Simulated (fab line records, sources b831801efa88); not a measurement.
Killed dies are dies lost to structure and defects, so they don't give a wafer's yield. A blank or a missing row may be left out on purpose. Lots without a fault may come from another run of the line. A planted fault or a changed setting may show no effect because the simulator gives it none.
fab line records | flow gf180mcu | part 1 of 2: steps 1 to 23 of 33
record lots=5 wafers=15 last_day=34
route steps=602 shown STI@9 DNWELL@32
lots that met no fault: from a run of the same line without faults
start_h: hours from the record's first day to the start of the lot's first wafer shown | wait_h: hours since the lot's step before | " the same as in the row above | L1.1+2: a row that stands for several wafers | - no value, or no start given | * or withheld: withheld | < > ~ a bound
route shown NAME@n: a module of which the file shows steps, and the number in the route of the first | usual: mean/standard deviation of fault-free wafers | same: alike in all rows | chamber/n: place in a boat | sites: the reading at each site | _std_site: their standard deviation | _edge_site: outer sites' mean less inner sites' | radius_mm: how far each site lies from the wafer's centre | mask NAME#n: copy n | behind: the tool/chamber that last shaped the wafer | hold: why the lot was held/for how many hours/how that ended | device: the transistor (n, p or np) that didn't switch | end of line: the same wafers' tests at the end of the route | a step without rows: its recipe alone | killed: dies lost to structure and defects at the first sort, not the wafer's yield | map: a wafer's dies, x killed, . not, _ none there
set.NAME: the setting as run; set.NAME@STEP: as run at that earlier step | model.NAME: the simulator's own value behind a step, which no gauge read
lots at some steps of the route; a table a step, a row a wafer
services: from which hour (start_h, from the record's first day; less than 0 if before it) a tool's chamber was out of use, for how many hours, and why
## steps
# step GF_STI_SOFTBAKE_08
# recipe temp_c=130 time_s=60 resist=KrF
# usual exhaust_pa=45.1/0.85 plate_temp_C=130.00/0.15
# same time_s=60
# columns lot.wafer tool chamber start_h wait_h exhaust_pa plate_temp_C
L076.2 litho_track-04 0 29.81 0.1 44.4 130.31
L076.3 " 0 " " 45.3 130.11
L076.5 " 0 " " 45.1 130.16
L079.1 litho_track-03 0 45.47 0.1 46.6 129.87
L079.2 " 0 " " 46.0 130.03
L079.3 " 0 " " 47.4 130.25
L084.1 litho_track-02 0 70.52 0.1 45.2 129.99
L084.2 " 0 " " 44.0 129.96
L084.3 " 0 " " 44.6 130.11
L088.1 litho_track-04 0 89.98 0.1 45.2 129.84
L088.3 " 0 " " 45.2 129.49
L088.6 " 0 " " 45.0 130.03
L095.2 litho_track-02 0 125.35 0.1 44.4 130.05
L095.3 " 0 " " 44.7 129.95
L095.4 " 0 " " 43.6 129.73
# step GF_STI_EXPOSE_09
# recipe mask_id=COMP target_cd_nm=220 na=0.68 source_shape=conventional sigma_outer=0.6 dose_mj=28
# same na=0.68
# columns lot.wafer tool chamber start_h wait_h mask
L076.2+3+5 krf_scanner-02 0 - - COMP#0
L079.1+2+3 krf_scanner-01 0 - - COMP#0
L084.1+2+3 krf_scanner-01 0 - - COMP#0
L088.1+3+6 krf_scanner-01 0 - - COMP#0
L095.2+3+4 krf_scanner-02 0 - - COMP#0
# step GF_STI_PEB_10
# recipe peb_temp_c=135 peb_time_s=90 resist=KrF
# usual exhaust_pa=44.8/0.85 plate_temp_C=135.04/0.16
# columns lot.wafer tool chamber start_h wait_h exhaust_pa plate_temp_C
L076.2 litho_track-02 0 - - 45.8 134.77
L076.3 " 0 " " 45.7 134.73
L076.5 " 0 " " 46.5 134.76
L079.1 litho_track-03 0 - - 43.4 134.75
L079.2 " 0 " " 44.9 135.07
L079.3 " 0 " " 44.6 134.93
L084.1 litho_track-04 0 - - 45.0 135.28
L084.2 " 0 " " 45.9 135.33
L084.3 " 0 " " 46.5 135.21
L088.1 litho_track-02 0 - - 46.4 134.92
L088.3 " 0 " " 46.9 135.08
L088.6 " 0 " " 46.7 135.14
L095.2 litho_track-02 0 - - 45.0 135.10
L095.3 " 0 " " 42.5 134.96
L095.4 " 0 " " 44.7 134.92
# step GF_STI_DEVELOP_11
# recipe develop_time_s=60 dev_temp_c=21
# usual exhaust_pa=45.1/0.9
# columns lot.wafer tool chamber start_h wait_h exhaust_pa
L076.2 litho_track-02 0 36.00 0.2 47.2
L076.3 " 0 " " 46.0
L076.5 " 0 " " 45.9
L079.1 litho_track-03 0 51.82 0.2 44.4
L079.2 " 0 " " 46.2
L079.3 " 0 " " 44.8
L084.1 litho_track-04 0 76.88 0.2 46.0
L084.2 " 0 " " 46.3
L084.3 " 0 " " 46.1
L088.1 litho_track-02 0 96.97 0.2 45.1
L088.3 " 0 " " 44.6
L088.6 " 0 " " 44.9
L095.2 litho_track-02 0 132.70 0.2 45.1
L095.3 " 0 " " 46.5
L095.4 " 0 " " 44.9
# step GF_STI_CD_MEAS_12
# recipe target_cd_nm=220
# usual cd_nm=220.3/1.3
# columns lot.wafer tool chamber start_h wait_h cd_nm
L076.2 cd_sem-01 - 36.22 0.2 220.0
L076.3 " - " " 220.4
L076.5 " - " " 219.8
L079.1 cd_sem-01 - 51.97 0.1 221.6
L079.2 " - " " 221.0
L079.3 " - " " 220.3
L084.1 cd_sem-01 - 77.03 0.1 220.0
L084.2 " - " " 219.1
L084.3 " - " " 220.4
L088.1 cd_sem-01 - 97.12 0.1 220.9
L088.3 " - " " 220.6
L088.6 " - " " 221.2
L095.2 cd_sem-01 - 132.84 0.1 221.5
L095.3 " - " " 220.7
L095.4 " - " " 219.5
# step GF_STI_ETCH_13
# recipe chemistry=CHF3/O2 stop_on=Si over_etch_frac=0.3 target_depth_a=2823.1 source_w=600 bias_w=200 pressure_mtorr=40 chf3_flow_sccm=50 O2_flow_sccm=5 time_s=112.9
# usual O2_flow_sccm=5.002/0.015 drypump_motor_current_A=6.02/0.14 oes_product_au=0.830/0.0066 throttle_valve_pct=8.810/0.0087
# same time_s=112.9
# columns lot.wafer tool chamber start_h wait_h O2_flow_sccm drypump_motor_current_A oes_product_au rf_hours_counter_h throttle_valve_pct
L076.2 rie_diel-03 3 36.32 0.1 4.988 6.27 0.822 3 8.814
L076.3 " 1 " " 4.998 5.98 0.834 163 8.793
L076.5 " 2 " " 4.995 5.96 0.832 - 8.820
L079.1 rie_diel-01 2 52.09 0.1 4.998 6.09 0.833 52 8.815
L079.2 " 3 " " 5.013 6.17 0.832 85 8.807
L079.3 " 0 " " 5.001 5.80 0.830 160 8.809
L084.1 rie_diel-03 0 77.15 0.1 4.983 5.91 0.830 2 8.806
L084.2 " 1 " " 5.002 6.01 0.830 164 8.814
L084.3 " 2 " " 4.996 5.95 0.824 137 8.808
L088.1 rie_diel-01 0 97.24 0.1 5.011 5.90 0.824 162 8.809
L088.3 " 1 " " 5.003 5.82 0.838 100 8.811
L088.6 " 1 " " 4.982 5.78 0.832 - 8.809
L095.2 rie_diel-03 2 132.94 0.1 5.012 5.96 0.844 139 8.820
L095.3 " 0 " " 5.003 5.91 0.833 4 8.801
L095.4 " 3 " " 5.013 6.28 0.834 - 8.830
# step GF_STI_ETCH_14
# recipe target=Si chemistry=HBr/Cl2/O2 target_depth_nm=360 icp_w=600 bias_w=150 pressure_mtorr=15 HBr_flow_sccm=150 Cl2_flow_sccm=40 O2_flow_sccm=6 time_s=102.9
# usual O2_flow_sccm=5.999/0.018 drypump_motor_current_A=5.7/0.47 mfc_cl2_sccm=39.99/0.11 oes_product_au=0.996/0.012 throttle_valve_pct=25.660/0.012
# same time_s=102.9
# columns lot.wafer tool chamber start_h wait_h O2_flow_sccm drypump_motor_current_A mfc_cl2_sccm oes_product_au rf_hours_counter_h throttle_valve_pct
L076.2 rie_si-02 1 36.40 0.0 6.023 5.5 39.93 1.007 95 25.649
L076.3 " 3 " " 6.006 5.1 39.73 0.998 69 25.662
L076.5 " 0 " " 6.006 5.7 39.96 0.998 - 25.649
L079.1 rie_si-01 3 52.17 0.0 5.996 5.9 40.16 0.998 113 25.665
L079.2 " 1 " " 5.993 6.8 40.12 0.993 106 25.665
L079.3 " 2 " " 5.991 6.1 39.91 1.012 3 25.648
L084.1 rie_si-02 0 77.23 0.0 6.009 5.7 40.08 1.008 6 25.652
L084.2 " 3 " " 6.023 5.1 40.06 0.997 70 25.672
L084.3 " 1 " " 6.008 5.5 40.05 1.011 96 25.664
L088.1 rie_si-02 0 97.32 0.0 5.977 5.7 39.89 1.002 6 25.647
L088.3 " 3 " " 5.983 5.1 39.93 1.001 70 25.660
L088.6 " 0 " " 5.958 5.7 39.95 0.997 - 25.670
L095.2 rie_si-02 0 133.02 0.0 6.021 5.7 39.94 1.009 7 25.658
L095.3 " 3 " " 6.023 5.1 40.10 0.990 70 25.679
L095.4 " 2 " " 5.982 5.8 39.83 0.985 12 25.657
# step GF_STI_STRIP_15
# recipe chemistry=O2/N2 power_w=1400 pressure_mtorr=1500 platen_temp_c=250 o2_flow_sccm=3000 n2_flow_sccm=300 overash_fraction=0.5
# usual drypump_motor_current_A=5.9/0.47 heater_power_w=352/36 oes_product_au=0.385/0.0049 strip_time_to_endpoint_s=3.74/0.051
# columns lot.wafer tool chamber start_h wait_h drypump_motor_current_A heater_power_w oes_product_au rf_hours_counter_h strip_time_to_endpoint_s
L076.2 plasma_asher-03 1 36.48 0.0 6.7 378 0.383 23 3.71
L076.3 " 0 " " 6.3 350 0.388 - 3.79
L076.5 " 0 " " 6.3 335 0.383 - 3.75
L079.1 plasma_asher-02 0 52.25 0.0 5.7 336 0.385 37 3.70
L079.2 " 1 " " 5.5 412 0.384 37 3.84
L079.3 " 0 " " 5.6 339 0.389 - 3.79
L084.1 plasma_asher-04 1 77.31 0.0 5.3 290 0.383 46 3.67
L084.2 " 0 " " 6.0 371 0.391 46 3.80
L084.3 " 1 " " 5.3 293 0.383 - 3.73
L088.1 plasma_asher-04 1 97.40 0.0 5.3 299 0.386 48 3.77
L088.3 " 1 " " 5.3 300 0.376 - 3.71
L088.6 " 0 " " 6.0 364 0.386 - 3.73
L095.2 plasma_asher-04 1 133.10 0.0 5.3 298 0.390 52 3.73
L095.3 " 0 " " 6.1 372 0.382 - 3.72
L095.4 " 1 " " 5.3 298 0.387 - 3.76
# step GF_STI_CLEAN_16
# recipe chemistry=dHF time_s=25 dilution=100:1
# same time_s=25
# columns lot.wafer tool chamber start_h wait_h
L076.2+3+5 wet_bench-04 1 36.58 0.1
L079.1+2+3 wet_bench-04 3 52.35 0.1
L084.1+2+3 wet_bench-01 0 77.41 0.1
L088.1+3+6 wet_bench-01 2 97.50 0.1
L095.2+3+4 wet_bench-03 1 133.20 0.1
# step GF_STI_WET_ETCH_17
# recipe chemistry=H3PO4 target_depth_nm=45 temp_c=160 target=Si3N4 time_s=514
# usual bath_heat_duty_pct=26.0/2.1
# same time_s=514
# columns lot.wafer tool chamber start_h wait_h bath_heat_duty_pct
L076.2 wet_bench-03 2 36.59 0.0 25.0
L076.3 " 2 " " 25.3
L076.5 " 2 " " 24.6
L079.1 wet_bench-01 2 52.36 0.0 26.6
L079.2 " 2 " " 26.3
L079.3 " 2 " " 24.8
L084.1 wet_bench-03 1 77.42 0.0 24.3
L084.2 " 1 " " 24.7
L084.3 " 1 " " 25.7
L088.1 wet_bench-04 2 97.51 0.0 23.7
L088.3 " 2 " " 23.2
L088.6 " 2 " " 24.6
L095.2 wet_bench-04 2 133.21 0.0 23.7
L095.3 " 2 " " 22.7
L095.4 " 2 " " 22.6
# step GF_STI_CLEAN_18
# recipe chemistry=SC1/SC2 mix=1:4:20 temp_c=70 time_s=150
# usual bath_heat_duty_pct=13.2/1.4
# same time_s=150
# columns lot.wafer tool chamber start_h wait_h bath_heat_duty_pct
L076.2 wet_bench-01 3 36.74 0.0 14.7
L076.3 " 3 " " 15.0
L076.5 " 3 " " 14.2
L079.1 wet_bench-03 0 52.66 0.0 11.3
L079.2 " 0 " " 12.1
L079.3 " 0 " " 11.4
L084.1 wet_bench-04 1 77.58 0.0 15.8
L084.2 " 1 " " 14.3
L084.3 " 1 " " 14.8
L088.1 wet_bench-03 2 97.66 0.0 11.5
L088.3 " 2 " " 11.8
L088.6 " 2 " " 11.7
L095.2 wet_bench-01 1 133.38 0.0 14.8
L095.3 " 1 " " 13.4
L095.4 " 1 " " 14.2
# step GF_STI_CLEAN_19
# recipe chemistry=dHF time_s=20 dilution=100:1
# same time_s=20
# columns lot.wafer tool chamber start_h wait_h
L076.2+3+5 wet_bench-04 1 36.80 0.0
L079.1+2+3 wet_bench-01 2 52.71 0.0
L084.1+2+3 wet_bench-01 1 77.63 0.0
L088.1+3+6 wet_bench-01 3 97.71 0.0
L095.2+3+4 wet_bench-03 1 133.43 0.0
# step GF_STI_WET_ETCH_20
# recipe chemistry=dHF dilution=100:1 target_depth_nm=20 temp_c=25 dry=ipa_marangoni target=SiO2 time_s=400
# usual bath_heat_duty_pct=6.1/0.67
# same time_s=400
# columns lot.wafer tool chamber start_h wait_h bath_heat_duty_pct
L076.2 wet_bench-03 2 36.81 0.0 5.8
L076.3 " 2 " " 5.4
L076.5 " 2 " " 5.7
L079.1 wet_bench-04 3 52.74 0.0 6.6
L079.2 " 3 " " 7.5
L079.3 " 3 " " 6.7
L084.1 wet_bench-03 3 77.64 0.0 6.2
L084.2 " 3 " " 7.1
L084.3 " 3 " " 7.1
L088.1 wet_bench-04 0 97.73 0.0 6.8
L088.3 " 0 " " 5.2
L088.6 " 0 " " 6.4
L095.2 wet_bench-04 3 133.44 0.0 5.8
L095.3 " 3 " " 6.1
L095.4 " 3 " " 7.2
# step GF_STI_OXIDATION_21
# recipe temp_c=1000 ambient=O2 stabilise_s=600 purge_s=300 target_thk_a=150 ox_time_s=458
# usual spike_tc_centre_C=1000.4/0.95 zone_power_top_pct=32.8/2.4
# same purge_s=300
# columns lot.wafer tool chamber start_h wait_h spike_tc_centre_C zone_power_top_pct
L076.2 furnace-02 0 36.93 0.0 1000.4 29.2
L076.3 " 0 " " 1000.6 30.3
L076.5 " 0 " " 999.0 29.5
L079.1 furnace-01 0 52.86 0.0 1001.2 34.0
L079.2 " 0 " " 1001.4 34.7
L079.3 " 0 " " 1000.8 35.1
L084.1 furnace-02 0 78.22 0.5 999.3 29.8
L084.2 " 0 " " 1002.5 29.3
L084.3 " 0 " " 999.1 29.3
L088.1 furnace-02 0 97.91 0.1 999.8 29.5
L088.3 " 0 " " 1000.6 29.7
L088.6 " 0 " " 999.3 29.5
L095.2 furnace-02 0 133.58 0.0 1000.3 29.3
L095.3 " 0 " " 999.6 29.8
L095.4 " 0 " " 1001.3 29.5
# step GF_STI_THK_MEAS_22
# recipe reads=SiO2_of_STI_OXIDATION_21
# usual STI_OXIDATION_01_THK=14.87/0.26
# columns lot.wafer tool chamber start_h wait_h STI_OXIDATION_01_THK[nm]
L076.2 film_metro-03 - 38.07 0.0 14.59
L076.3 " - " " 14.73
L076.5 " - " " 14.52
L079.1 film_metro-03 - 53.99 0.0 15.09
L079.2 " - " " 15.35
L079.3 " - " " 14.95
L084.1 film_metro-01 - 79.35 0.0 14.81
L084.2 " - " " 14.42
L084.3 " - " " 14.64
L088.1 film_metro-01 - 99.03 0.0 14.65
L088.3 " - " " 14.79
L088.6 " - " " 14.77
L095.2 film_metro-01 - 134.72 0.0 15.03
L095.3 " - " " 14.87
L095.4 " - " " 14.75
# step GF_STI_CVD_23
# recipe material=SiO2 target_thk_nm=650 sigma_open_frac=0.3 time_s=108.3 temp_c=600 sih4_flow_sccm=60 pressure_mtorr=6
# same time_s=108.3
# columns lot.wafer tool chamber start_h wait_h
L076.2+3+5 hdpcvd-02 2,1,0 38.12 0.0
L079.1+2+3 hdpcvd-02 2,1,0 54.05 0.1
L084.1+2+3 hdpcvd-01 1,2,0 79.41 0.1
L088.1+3+6 hdpcvd-02 1,0,0 99.09 0.1
L095.2+3+4 hdpcvd-01 2,2,0 134.77 0.0
# step GF_STI_THK_MEAS_24
# recipe reads=SiO2_of_STI_CVD_23
# usual STI_CVD_23_THK=655/9.7
# columns lot.wafer tool chamber start_h wait_h STI_CVD_23_THK[nm]
L076.2 film_metro-02 - 38.21 0.0 641
L076.3 " - " " 648
L076.5 " - " " 666
L079.1 film_metro-01 - 54.12 0.0 637
L079.2 " - " " 646
L079.3 " - " " 657
L084.1 film_metro-02 - 79.49 0.0 659
L084.2 " - " " 658
L084.3 " - " " 665
L088.1 film_metro-01 - 99.17 0.0 661
L088.3 " - " " 659
L088.6 " - " " 664
L095.2 film_metro-03 - 134.89 0.1 646
L095.3 " - " " 648
L095.4 " - " " 660
# step GF_STI_CMP_25
# recipe stop_on=Si3N4 t_overpolish_s=33 down_force_psi=4 platen_rpm=60 target_thk_nm=524.6 pad_velocity_m_s=0.94248
# usual motor_current_A=12.1/0.81 overpolish_run_s=33.000/0.0083 time_to_endpoint_s=125/4.5
# columns lot.wafer tool chamber start_h wait_h motor_current_A overpolish_run_s time_to_endpoint_s
L076.2 cmp-01 2 38.36 0.1 12.0 32.989 126
L076.3 " 3 " " 12.2 33.019 121
L076.5 " 1 " " 12.0 33.002 126
L079.2 cmp-02 2 54.18 0.0 11.3 32.990 130
L079.3 " 0 " " 13.8 33.003 130
L079.1 " 1 " " 12.3 32.989 129
L084.2 cmp-02 0 79.55 0.0 13.7 33.006 117
L084.1 " 1 " " 12.3 33.007 117
L084.3 " 2 " " 10.4 33.005 125
L088.3 cmp-01 0 99.28 0.1 12.8 32.998 126
L088.1 " 1 " " 11.1 32.992 127
L088.6 " 0 " " 11.4 33.002 128
L095.2 cmp-01 3 134.94 0.0 13.2 32.995 126
L095.3 " 1 " " 11.5 32.999 125
L095.4 " 2 " " 12.5 33.000 132
# step GF_STI_WET_ETCH_26
# recipe chemistry=dHF target_depth_nm=94 target=SiO2 temp_c=25 dilution=10:1 time_s=188
# usual bath_heat_duty_pct=6.3/0.67
# same time_s=188
# columns lot.wafer tool chamber start_h wait_h bath_heat_duty_pct
L076.2 wet_bench-01 1 38.56 0.1 6.5
L076.3 " 1 " " 6.4
L076.5 " 1 " " 6.2
L079.1 wet_bench-01 2 54.48 0.1 6.0
L079.2 " 2 " " 6.3
L079.3 " 2 " " 6.3
L084.1 wet_bench-03 1 79.85 0.2 6.1
L084.2 " 1 " " 5.3
L084.3 " 1 " " 5.2
L088.1 wet_bench-01 3 99.53 0.1 6.9
L088.3 " 3 " " 6.6
L088.6 " 3 " " 6.1
L095.2 wet_bench-03 1 135.24 0.2 5.3
L095.3 " 1 " " 5.0
L095.4 " 1 " " 5.9
# step GF_STI_WET_ETCH_27
# recipe chemistry=H3PO4 target_depth_nm=160 target=Si3N4 temp_c=160 time_s=1825
# usual bath_heat_duty_pct=26.7/2.3
# same time_s=1825
# columns lot.wafer tool chamber start_h wait_h bath_heat_duty_pct
L076.2 wet_bench-04 0 38.62 0.0 25.9
L076.3 " 0 " " 25.4
L076.5 " 0 " " 25.7
L079.1 wet_bench-03 2 54.61 0.0 24.1
L079.2 " 2 " " 25.9
L079.3 " 2 " " 23.7
L084.1 wet_bench-04 1 79.91 0.0 27.2
L084.2 " 1 " " 28.0
L084.3 " 1 " " 27.8
L088.1 wet_bench-01 1 99.59 0.0 28.6
L088.3 " 1 " " 26.1
L088.6 " 1 " " 27.5
L095.2 wet_bench-04 3 135.30 0.0 26.8
L095.3 " 3 " " 27.2
L095.4 " 3 " " 28.1
# step GF_STI_WET_ETCH_28
# recipe chemistry=dHF target_depth_nm=20 dry=ipa_marangoni target=SiO2 temp_c=25 dilution=10:1 time_s=40
# usual bath_heat_duty_pct=6.2/0.68
# same time_s=40
# columns lot.wafer tool chamber start_h wait_h bath_heat_duty_pct
L076.2 wet_bench-01 1 39.14 0.0 6.4
L076.3 " 1 " " 7.5
L076.5 " 1 " " 6.1
L079.1 wet_bench-03 1 55.12 0.0 5.1
L079.2 " 1 " " 5.9
L079.3 " 1 " " 6.2
L084.1 wet_bench-01 3 80.42 0.0 6.4
L084.2 " 3 " " 6.3
L084.3 " 3 " " 5.9
L088.1 wet_bench-03 3 100.11 0.0 6.8
L088.3 " 3 " " 6.6
L088.6 " 3 " " 6.7
L095.2 wet_bench-03 0 135.87 0.0 5.2
L095.3 " 0 " " 5.4
L095.4 " 0 " " 5.4
# step GF_STI_OXIDATION_29
# recipe temp_c=900 ambient=O2 stabilise_s=600 purge_s=300 target_thk_a=100 ox_time_s=1418
# usual spike_tc_centre_C=900.4/1.1 zone_power_top_pct=26.8/2.1
# same purge_s=300
# columns lot.wafer tool chamber start_h wait_h spike_tc_centre_C zone_power_top_pct
L076.2 furnace-01 0 39.16 0.0 899.3 28.9
L076.3 " 0 " " 901.1 28.8
L076.5 " 0 " " 900.9 29.2
L079.1 furnace-01 0 55.29 0.2 901.8 29.0
L079.2 " 0 " " 899.4 28.6
L079.3 " 0 " " 900.1 29.3
L084.1 furnace-02 0 80.90 0.5 899.7 24.9
L084.2 " 0 " " 899.7 24.8
L084.3 " 0 " " 900.3 24.7
L088.1 furnace-02 0 101.51 1.4 900.4 25.3
L088.3 " 0 " " 900.2 24.7
L088.6 " 0 " " 903.6 25.1
L095.2 furnace-01 0 136.16 0.3 900.2 29.3
L095.3 " 0 " " 901.9 29.0
L095.4 " 0 " " 902.7 29.1
# step GF_STI_THK_MEAS_30
# recipe reads=SiO2_of_STI_OXIDATION_29
# usual STI_OXIDATION_02_THK=9.91/0.15
# columns lot.wafer tool chamber start_h wait_h STI_OXIDATION_02_THK[nm]
L076.2 film_metro-01 - 40.56 0.0 9.89
L076.3 " - " " 9.65
L076.5 " - " " 9.68
L079.1 film_metro-01 - 56.69 0.0 10.01
L079.2 " - " " 9.96
L079.3 " - " " 9.97
L084.1 film_metro-02 - 82.30 0.0 9.95
L084.2 " - " " 10.04
L084.3 " - " " 9.90
L088.1 film_metro-01 - 102.91 0.0 10.21
L088.3 " - " " 10.26
L088.6 " - " " 10.10
L095.2 film_metro-03 - 137.57 0.0 9.91
L095.3 " - " " 10.09
L095.4 " - " " 9.98
